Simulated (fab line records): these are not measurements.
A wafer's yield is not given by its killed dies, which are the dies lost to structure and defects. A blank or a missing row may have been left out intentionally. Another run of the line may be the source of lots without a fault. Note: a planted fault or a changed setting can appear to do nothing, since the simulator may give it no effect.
What tool caused it?	flow sky130	Sampling: 11 lots, 33 wafers, 6 of 708 route steps

WHAT THE GAUGES SHOWED, per wafer
SKY_FIELD_ISO_THK_MEAS_04.
lot	measured	on	FIELD_ISO_CVD_03_THK (nm)
L137	day 1 23:29	filmMetro-02	166.5 165.8 166.3
L138	day 2 05:23	filmMetro-02	168.4 166.4 164.9
L139	day 2 10:48	filmMetro-02	164.0 163.1 163.4
L141	day 2 19:30	filmMetro-03	166.1 164.5 164.4
L142	day 3 00:37	filmMetro-03	167.3 167.1 167.7
L144	day 3 23:11	filmMetro-01	164.2 164.0 164.3
L148	day 4 06:31	filmMetro-01	166.3 165.8 166.1
L149	day 4 11:29	filmMetro-02	164.3 165.1 165.4
L153	day 5 07:53	filmMetro-01	165.5 165.7 165.5
L155	day 5 17:29	filmMetro-02	164.7 164.4 164.6
L158	day 6 10:38	filmMetro-02	165.2 164.7 165.2

SKY_PWDE_TW_MEAS_10.
lot	measured	on	PWDE_TW
L137	day 4 02:31	filmMetro-04	368.7 370.6 369.7
L138	day 4 09:06	filmMetro-04	369.2 369.3 369.2
L139	day 4 17:59	filmMetro-02	372.3 372.4 373.1
L141	day 5 04:53	filmMetro-02	371.3 372.7 371.6
L142	day 5 11:34	filmMetro-01	365.8 363.8 363.9
L144	day 6 09:04	filmMetro-04	392.9 395.0 394.0
L148	day 6 23:27	filmMetro-01	390.6 390.6 390.6
L149	day 7 01:04	filmMetro-02	395.8 393.9 394.4
L153	day 8 02:13	filmMetro-04	366.0 365.4 369.6
L155	day 8 13:31	filmMetro-02	372.6 370.7 370.9
L158	day 9 07:04	filmMetro-01	364.6 366.0 367.8

SKY_NWELL_RS_MEAS_31: measures by four-point-probe.
lot	measured	on	PWDE_RS (ohm/sq)
L137	day 5 13:58	filmMetro-01	5277 5276 5293
L138	day 5 22:20	filmMetro-04	5307 5298 5302
L139	day 6 06:28	filmMetro-02	5275 5279 5291
L141	day 6 20:37	filmMetro-01	5256 5272 5269
L142	day 7 01:37	filmMetro-04	5287 5298 5296
L144	day 8 00:37	filmMetro-01	4489 4486 4487
L148	day 8 16:29	filmMetro-04	4483 4489 4501
L149	day 8 18:47	filmMetro-04	4493 4493 4506
L153	day 9 23:31	filmMetro-01	5245 5252 5234
L155	day 10 12:49	filmMetro-02	5264 5272 5271
L158	day 11 07:07	filmMetro-02	5258 5245 5259

TOOL THAT RAN EACH LOT (tool first, then ch and the chambers of the sampled wafers, then the start)
lot	SKY_FIELD_ISO_ETCH_14	SKY_FIELD_ISO_STRIP_16	SKY_PWDE_IMPLANT_08
L137	rieDiel-02 ch 1,2, day 2 14:33	plasmaAsher-02 ch 0,1, day 2 14:38	implanter-01 ch 0, day 4 02:16
L138	rieDiel-03 ch 0,1,2, day 2 20:55	plasmaAsher-03 ch 0,1, day 2 21:02	implanter-04 ch 0, day 4 08:54
L139	rieDiel-04 ch 0,2,3, day 3 02:56	plasmaAsher-03 ch 0,1, day 3 03:04	implanter-01 ch 0, day 4 17:47
L141	rieDiel-02 ch 0,2,3, day 3 11:54	plasmaAsher-04 ch 0,1, day 3 12:02	implanter-01 ch 0, day 5 04:40
L142	rieDiel-03 ch 2,3, day 3 16:36	plasmaAsher-02 ch 0,1, day 3 16:42	implanter-01 ch 0, day 5 11:19
L144	rieDiel-02 ch 0,2,3, day 4 15:18	plasmaAsher-04 ch 0,1, day 4 15:24	implanter-01 ch 0, day 6 08:49
L148	rieDiel-02 ch 0,1, day 5 00:09	plasmaAsher-04 ch 0,1, day 5 00:17	implanter-01 ch 0, day 6 23:15
L149	rieDiel-04 ch 0,1,3, day 5 04:26	plasmaAsher-04 ch 0,1, day 5 04:32	implanter-01 ch 0, day 7 00:50
L153	rieDiel-02 ch 0,2,3, day 6 02:42	plasmaAsher-04 ch 1, day 6 02:47	implanter-04 ch 0, day 8 01:58
L155	rieDiel-04 ch 0,2,3, day 6 13:21	plasmaAsher-04 ch 0,1, day 6 13:26	implanter-02 ch 0, day 8 13:16
L158	rieDiel-02 ch 1,3, day 7 06:33	plasmaAsher-02 ch 0,1, day 7 06:38	implanter-02 ch 0, day 9 06:49
- SKY_FIELD_ISO_ETCH_14: etches BARC in N2/H2, stops on SiO2, time 45.9 s, target depth 60 nm.
- SKY_FIELD_ISO_STRIP_16: strips in O2/N2.
- SKY_PWDE_IMPLANT_08

AS READ BY THE TOOLS THEMSELVES (means over the sampled wafers that have a number; for cases with no such wafer, the mark the record gives instead)
SKY_FIELD_ISO_ETCH_14.
lot	tool	drypumpMotorCurrentA (A)	oesProductAu (a.u.)	throttleValvePct (%)
L137	rieDiel-02	5.9	0.853	13.237
L138	rieDiel-03	5.7	0.853	13.217
L139	rieDiel-04	5.1	0.856	13.227
L141	rieDiel-02	5.8	0.853	13.229
L142	rieDiel-03	5.6	0.852	13.220
L144	rieDiel-02	5.8	0.856	13.240
L148	rieDiel-02	5.7	0.856	13.228
L149	rieDiel-04	5.5	0.857	13.225
L153	rieDiel-02	5.8	0.854	13.228
L155	rieDiel-04	5.1	0.855	13.227
L158	rieDiel-02	5.5	0.853	13.223

SKY_FIELD_ISO_STRIP_16.
lot	tool	drypumpMotorCurrentA (A)	oesProductAu (a.u.)	stripTimeToEndpointS (s)
L137	plasmaAsher-02	6.0	0.374	3.53
L138	plasmaAsher-03	5.5	0.374	3.54
L139	plasmaAsher-03	5.5	0.379	3.52
L141	plasmaAsher-04	5.8	0.378	3.55
L142	plasmaAsher-02	6.0	0.374	3.52
L144	plasmaAsher-04	6.3	0.373	3.55
L148	plasmaAsher-04	5.8	0.380	3.57
L149	plasmaAsher-04	5.8	0.382	3.54
L153	plasmaAsher-04	5.3	0.375	3.56
L155	plasmaAsher-04	6.3	0.372	3.50
L158	plasmaAsher-02	6.0	0.377	3.52

SKY_PWDE_IMPLANT_08.
lot	tool	beamEnergyKeV	beamOnS (s)	endStationPressureTorr (Torr)	faradayCurrentUA
L137	implanter-01	150.02	9.92	4.87e-06	20.4
L138	implanter-04	149.92	9.87	4.95e-06	20.6
L139	implanter-01	149.98	10.02	4.93e-06	20.2
L141	implanter-01	150.06	9.98	4.76e-06	20.3
L142	implanter-01	150.04	10.00	4.85e-06	20.3
L144	implanter-01	149.98	12.44	5.23e-06	16.3
L148	implanter-01	150.00	12.66	4.95e-06	16.0
L149	implanter-01	149.97	12.10	5.10e-06	16.8
L153	implanter-04	150.03	9.92	4.91e-06	20.4
L155	implanter-02	150.00	9.96	4.93e-06	20.4
L158	implanter-02	149.99	9.96	5.12e-06	20.4

THE ANSWER, worked out from the rows above alone
Rule: the lots themselves supply what counts as usual. Put in order of their means at a reading, lots are off if they are a third of the lots or fewer, leave a main group of 4 or more, and stand apart from it by a gap of 3 or more times the standard deviation of the main group's means; of several such gaps the widest counts. The tables above print the reading to a certain number of digits; a main group whose means all agree to those digits is not used. Also off: a lot with no number at a reading for which 4 or more lots have one. Where the step has rows for the other lots, those lots are counted as sound. First the gauges in route order, then the tools' own readings, where a lot's mean is used as printed above. The first step at which some lot is off is used, and at that step the reading that is off furthest; a lot without a number counts as furthest.
Off: L144, L148, L149, seen at SKY_PWDE_TW_MEAS_10 (PWDE_TW). Mean 369.1 and standard deviation 2.7 in the main group.
A tool fits if, at a process step before that reading, it ran every lot that is off, and no sound lot after the first of them. The gauges at SKY_PWDE_TW_MEAS_10 aren't tried: what is off there is off at SKY_PWDE_IMPLANT_08 too, on other tools, and a gauge's error can't cause that. One fits: implanter-01 at SKY_PWDE_IMPLANT_08. A fault onset in the window from L142 (day 5 11:19, its last sound lot) to L144 (day 6 08:49, its first lot off) fits.
The tool's own readings at SKY_PWDE_IMPLANT_08 bear it out: on the lots that are off they differ by more than 5 times the standard deviation of the sound lots' means. beamOnS reads 12.40 s there against 9.95 s on the sound lots; faradayCurrentUA reads 16.4 there against 20.4 on the sound lots.

WHAT THE SIMULATOR HAD PUT IN
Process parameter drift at SKY_PWDE_IMPLANT_08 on implanter-01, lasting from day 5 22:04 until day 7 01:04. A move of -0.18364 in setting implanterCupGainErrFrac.
Lots struck among those shown: L144, L148, L149. Same finding as the rule above.
